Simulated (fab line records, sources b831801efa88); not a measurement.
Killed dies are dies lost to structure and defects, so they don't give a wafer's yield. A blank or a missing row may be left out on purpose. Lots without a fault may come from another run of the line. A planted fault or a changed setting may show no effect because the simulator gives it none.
Which tool did it? | flow gf180mcu | 13 lots, 39 wafers sampled, at 3 steps of a route of 602

WHAT THE GAUGES READ, wafer by wafer
GF_V5_RS_MEAS_24: measures by four-point-probe. Usual: V5_W_RS 0.325 ohm/sq, standard deviation 0.0034.
lot  | measured     | on            | V5_W_RS (ohm/sq)  | flag
L845 | day 27 03:49 | film_metro-01 | 0.324 0.322 0.322 |
L848 | day 28 04:08 | film_metro-04 | 0.324 0.324 0.323 |
L849 | day 28 16:25 | film_metro-04 | 0.323 0.325 0.322 |
L850 | day 28 18:41 | film_metro-04 | 0.325 0.324 0.322 |
L851 | day 29 04:03 | film_metro-02 | 0.321 0.325 0.318 |
L852 | day 29 23:43 | film_metro-02 | 0.330 0.329 0.328 |
L854 | day 30 04:41 | film_metro-01 | 0.329 0.326 0.328 |
L855 | day 30 14:56 | film_metro-04 | 0.321 0.320 0.321 |
L856 | day 31 01:02 | film_metro-02 | 0.319 0.322 0.321 |
L862 | day 32 04:02 | film_metro-02 | 0.317 0.321 0.324 |
L863 | day 32 13:14 | film_metro-04 | 0.325 0.329 0.323 |
L864 | day 32 19:11 | film_metro-01 | 0.326 0.325 0.326 |
L867 | day 33 09:54 | film_metro-01 | 0.336 0.331 0.325 |

WHICH TOOL RAN EACH LOT (tool, then ch and the chambers of the sampled wafers, then the start)
lot  | GF_POLY_GATE_ETCH_12               | GF_V5_STRIP_18
L845 | rie_diel-03 ch 0,3, day 9 02:31    | plasma_asher-04 ch 0,1, day 27 03:01
L848 | rie_diel-03 ch 1,2,3, day 10 01:34 | plasma_asher-03 ch 0,1, day 28 03:19
L849 | rie_diel-04 ch 0,1,2, day 10 11:55 | plasma_asher-04 ch 0, day 28 15:40
L850 | rie_diel-04 ch 1,2,3, day 10 14:28 | plasma_asher-01 ch 0,1, day 28 17:55
L851 | rie_diel-03 ch 0,1,2, day 10 21:49 | plasma_asher-01 ch 0,1, day 29 03:16
L852 | rie_diel-03 ch 0,2,3, day 11 11:34 | plasma_asher-01 ch 0,1, day 29 22:58
L854 | rie_diel-03 ch 1,2,3, day 11 18:13 | plasma_asher-01 ch 0,1, day 30 03:55
L855 | rie_diel-04 ch 1,3, day 12 09:10   | plasma_asher-01 ch 0,1, day 30 14:10
L856 | rie_diel-03 ch 0,2,3, day 12 20:19 | plasma_asher-01 ch 0,1, day 31 00:16
L862 | rie_diel-03 ch 2,3, day 14 05:34   | plasma_asher-01 ch 0,1, day 32 03:16
L863 | rie_diel-03 ch 1,2,3, day 14 13:22 | plasma_asher-04 ch 0,1, day 32 12:28
L864 | rie_diel-02 ch 0,1,2, day 14 19:55 | plasma_asher-03 ch 0,1, day 32 18:25
L867 | rie_diel-02 ch 0,2,3, day 15 17:19 | plasma_asher-03 ch 0,1, day 33 09:07
- GF_POLY_GATE_ETCH_12: etches BARC in N2/H2.
- GF_V5_STRIP_18: strips in O2/N2.

WHAT THE TOOLS THEMSELVES READ (means of the sampled wafers that have a number; where no wafer has one, the mark that the record gives instead)
GF_POLY_GATE_ETCH_12. Usual: bias_w 99.99 W, standard deviation 0.29; drypump_motor_current_A 5.8 A, standard deviation 0.35; oes_product_au 0.735 a.u., standard deviation 0.0041; throttle_valve_pct 13.214 %, standard deviation 0.0082.
lot  | tool        | bias_w (W) | drypump_motor_current_A (A) | oes_product_au (a.u.) | throttle_valve_pct (%) | flag
L845 | rie_diel-03 | 99.70      | 5.8                         | 0.737                 | 13.213                 |
L848 | rie_diel-03 | 100.20     | 5.7                         | 0.735                 | 13.214                 |
L849 | rie_diel-04 | 100.02     | 5.8                         | 0.732                 | 13.212                 |
L850 | rie_diel-04 | 99.99      | 5.6                         | 0.734                 | 13.209                 |
L851 | rie_diel-03 | 99.85      | 5.6                         | 0.736                 | 13.222                 |
L852 | rie_diel-03 | 99.91      | 5.7                         | 0.734                 | 13.214                 |
L854 | rie_diel-03 | 99.67      | 5.7                         | 0.729                 | 13.210                 |
L855 | rie_diel-04 | 100.14     | 5.7                         | 0.733                 | 13.207                 |
L856 | rie_diel-03 | 100.00     | 5.7                         | 0.734                 | 13.212                 |
L862 | rie_diel-03 | 99.75      | 5.8                         | 0.734                 | 13.207                 |
L863 | rie_diel-03 | 100.15     | 5.7                         | 0.736                 | 13.214                 |
L864 | rie_diel-02 | 99.87      | 6.1                         | 0.738                 | 13.215                 |
L867 | rie_diel-02 | 100.13     | 6.3                         | 0.731                 | 13.212                 |

GF_V5_STRIP_18. Usual: drypump_motor_current_A 5.6 A, standard deviation 0.34; heater_power_w 331 W, standard deviation 36; oes_product_au 0.567 a.u., standard deviation 0.0058; platen_temp_c 249.97 C, standard deviation 0.18.
lot  | tool            | drypump_motor_current_A (A) | heater_power_w (W) | oes_product_au (a.u.) | platen_temp_c (C) | flag
L845 | plasma_asher-04 | 6.1                         | 367                | 0.566                 | 249.99            |
L848 | plasma_asher-03 | 5.4                         | 340                | 0.567                 | 249.82            |
L849 | plasma_asher-04 | 5.8                         | 328                | 0.561                 | 249.82            |
L850 | plasma_asher-01 | 5.5                         | 317                | 0.563                 | 250.22            |
L851 | plasma_asher-01 | 5.3                         | 300                | 0.564                 | 249.78            |
L852 | plasma_asher-01 | 5.5                         | 319                | 0.568                 | 250.03            |
L854 | plasma_asher-01 | 5.5                         | 316                | 0.569                 | 249.84            |
L855 | plasma_asher-01 | 5.3                         | 297                | 0.575                 | 250.11            |
L856 | plasma_asher-01 | 5.5                         | 315                | 0.566                 | 250.14            |
L862 | plasma_asher-01 | 5.3                         | 294                | 0.558                 | 249.85            |
L863 | plasma_asher-04 | 5.9                         | 345                | 0.564                 | 249.89            |
L864 | plasma_asher-03 | 5.6                         | 353                | 0.567                 | 250.18            |
L867 | plasma_asher-03 | 5.6                         | 352                | 0.570                 | 249.88            |

THE ANSWER, worked out from the rows above alone
Rule: a lot is off if the mean of its wafers that have a number lies more than 3 standard deviations from the usual mean. A lot without any number at a reading at which 4 lots or more have one is off too. The other lots that the step has rows for count as sound. The gauges are gone through in route order, then the tools' own readings, and for those a lot's mean is taken as printed above. The first step at which some lot is off is used, and at that step the reading that is off furthest; a lot without a number counts as furthest.
No lot is off at any reading shown: from this, nothing can be told.

WHAT THE SIMULATOR HAD PUT IN
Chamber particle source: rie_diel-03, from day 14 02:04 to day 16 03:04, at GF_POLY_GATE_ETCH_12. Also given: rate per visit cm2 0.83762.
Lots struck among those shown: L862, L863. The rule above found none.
